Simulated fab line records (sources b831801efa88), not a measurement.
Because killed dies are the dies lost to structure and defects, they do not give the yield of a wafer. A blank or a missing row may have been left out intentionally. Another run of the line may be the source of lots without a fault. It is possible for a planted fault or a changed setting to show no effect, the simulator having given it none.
A lot that was struck, set against a sound lot / flow sfq-line / 15 out of 325 route steps
Sound: these wafers, L946.1, L946.4, L946.6. Struck: wafers L961.2, L961.5 (left out: L961.4, a lot-mate that was not struck); the cause follows at the end.
Per side, at each step with rows, come the tool, then ch with its chambers, and then its first start. Under that, the readings that differ: sound wafers / struck wafers / difference of the means / sigmas: that difference in standard deviations of wafers without a fault.
alike: words and numbers the same on both sides, and readings whose means are apart by under 2 such deviations; not compared: readings that were withheld, readings missing a value for some wafer, numbers with overlapping values and no deviation given by the record, and bounds like >300 which may hide the same value.
Wherever a step has rows on one side only, a row that says differs or no value, or a row with sigmas, the two part there. When numbers do not overlap yet have no deviation, they are printed without sigmas and do not part them. A reading that every wafer of one side lacks parts them only if that side has two wafers or more.

first, 1 step without rows for these wafers: SFQ_TRILAYER_M6_STRIP_SOLV_CLEAN_164 (cleans in NMP, time 600 s).
SFQ_TRILAYER_I6_DEP_PECVD_165: deposits SiO2 from SiH4/N2O, time 111.11 s, target thk 500 nm.
  sound on pecvd-02 ch 0,2, day 56 04:53; struck on pecvd-02 ch 0,1, day 63 17:55
  alike: heater-power-w, susceptor-temp-C, throttle-valve-pct
  not compared: since-wet-clean-h
SFQ_TRILAYER_I6_CMP_CMP_166: polishes SiO2.
  sound on cmp-02 ch 1,2,3, day 56 04:57; struck on cmp-02 ch 0,1, day 63 20:49
  alike: motor-current-A, slurry-flow-ml-min, time-to-endpoint-s
SFQ_I6_BOW_MEAS_941:
  sound on film-metro-01, day 56 07:57; struck on film-metro-04, day 63 22:20
  alike: I6_BOW
SFQ_TRILAYER_I6_METRO_MEASURE_167:
  sound on film-metro-01, day 56 08:04; struck on film-metro-04, day 63 22:38
  alike: thk-nm
then, 6 steps without rows for these wafers: SFQ_TRILAYER_I6_VIA_LITHO_COAT_174 (resist thk 62 nm); SFQ_TRILAYER_I6_VIA_LITHO_COAT_169 (resist thk 650 nm); SFQ_TRILAYER_I6_VIA_LITHO_SOFTBAKE_173; SFQ_TRILAYER_I6_VIA_LITHO_EXPOSE_170 (exposes mask I6, target cd 700 nm); SFQ_TRILAYER_I6_VIA_LITHO_PEB_172 (peb time 60 s); SFQ_TRILAYER_I6_VIA_LITHO_DEVELOP_171 (time 60 s).
-- the record jumps here: 5 days lie between the struck wafers' starts before and after --
SFQ_I6_OVL_MEAS_942:
  sound on overlay-02, day 61 10:31; struck on overlay-01, day 68 12:53
  alike: I6_OVL
SFQ_TRILAYER_I6_VIA_BARC_OPEN_VIA_ETCH_235: etches BARC in O2, target depth 125 nm, time 41.7 s.
  sound on rie-diel-01 ch 0,3, day 61 10:32; struck on rie-diel-03 ch 2, day 68 12:55
reading=rf-fwd-power-W (W); sound=493.6 493.0 492.4; struck=293.5 295.3; difference=-198.6; sigmas=-99 or more
reading=model.KrF_of_TRILAYER_I6_VIA_LITHO_COAT_169.thk-nm (nm); sound=574.6 575.2 574.6; struck=595.8 596.6; difference=+21.4; sigmas=
  alike: chamber-pressure-mTorr, drypump-motor-current-A, oes-product-au
  not compared: rf-hours-counter-h
SFQ_TRILAYER_I6_VIA_ETCH_VIA_ETCH_172: etches SiO2 in CHF3, stops on Nb, target depth 260 nm.
  sound on rie-diel-01 ch 0,3, day 61 10:35; struck on rie-diel-03 ch 2, day 68 12:57
reading=model.KrF_of_TRILAYER_I6_VIA_LITHO_COAT_169.thk-nm (nm); sound=530.7 531.1 530.5; struck=551.5 552.1; difference=+21.0; sigmas=
  alike: chamber-pressure-mTorr, drypump-motor-current-A, oes-product-au, rf-fwd-power-W
SFQ_TRILAYER_I6_VIA_STRIP_STRIP_173: strips in O2.
  sound on rie-metal-01 ch 0,1, day 61 10:41; struck on rie-metal-01 ch 0,1, day 68 13:04
  alike: chamber-pressure-mTorr, drypump-motor-current-A, he-backside-leak-sccm, oes-product-au
  not compared: rf-hours-counter-h

WHERE THEY PART
Only at SFQ_TRILAYER_I6_VIA_BARC_OPEN_VIA_ETCH_235, as far as this record shows. Later steps at which nothing parts them and some readings are alike: SFQ_TRILAYER_I6_VIA_ETCH_VIA_ETCH_172, SFQ_TRILAYER_I6_VIA_STRIP_STRIP_173.

WHY: whatever the simulator had introduced
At SFQ_TRILAYER_I6_VIA_BARC_OPEN_VIA_ETCH_235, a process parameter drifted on rie-diel-03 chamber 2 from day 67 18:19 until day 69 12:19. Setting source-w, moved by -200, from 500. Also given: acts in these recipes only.
